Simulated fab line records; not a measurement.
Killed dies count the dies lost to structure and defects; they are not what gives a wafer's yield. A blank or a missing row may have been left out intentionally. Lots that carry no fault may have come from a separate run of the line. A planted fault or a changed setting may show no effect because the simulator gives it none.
Chamber matching ; flow gf180mcu ; 4 sister chambers for GF_HV_LDD_ETCHBACK_58 on rie-diel-02
The step etches Si3N4 in CH3F/O2, stops on SiO2, time 100 s, target depth 90 nm. 4 wafers are shown with their chamber, then 6 later ones without.

WAFERS PAIRED WITH THEIR CHAMBERS
wafer;chamber;drypump-motor-current-A (A)
L079.3;2;6.3
L083.6;0;5.5
L085.2;3;6.0
L085.3;1;5.8

WAFERS MISSING THEIR CHAMBER
wafer;drypump-motor-current-A (A)
L085.5;5.9
L087.1;6.0
L087.2;5.5
L096.2;6.3
L096.5;5.8
L096.6;5.5

WHICH CHAMBER EACH ONE RAN IN
wafer;from the rows above;in truth
L085.5;can't be placed: 3 or 1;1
L087.1;3;3
L087.2;0;0
L096.2;2;2
L096.5;1;1
L096.6;0;0
Correctly placed: 5 of 6. Not placeable from these rows: 1 (in 1, the candidates include the true chamber). Wrongly placed: 0.
How it was worked out, from the rows above alone: a wafer's distance from a chamber is the root of the sum, over the readings, of the square of ((its reading less the chamber's mean) divided by the reading's scatter). The wafer belongs to the nearest chamber; if the next one is less than 2 further off, it can't be placed. A chamber's mean is the mean of its shown wafers. The scatter (one wafer shown for each chamber): square how far every hidden wafer sits from the nearest shown wafer, average those squares and take the square root.
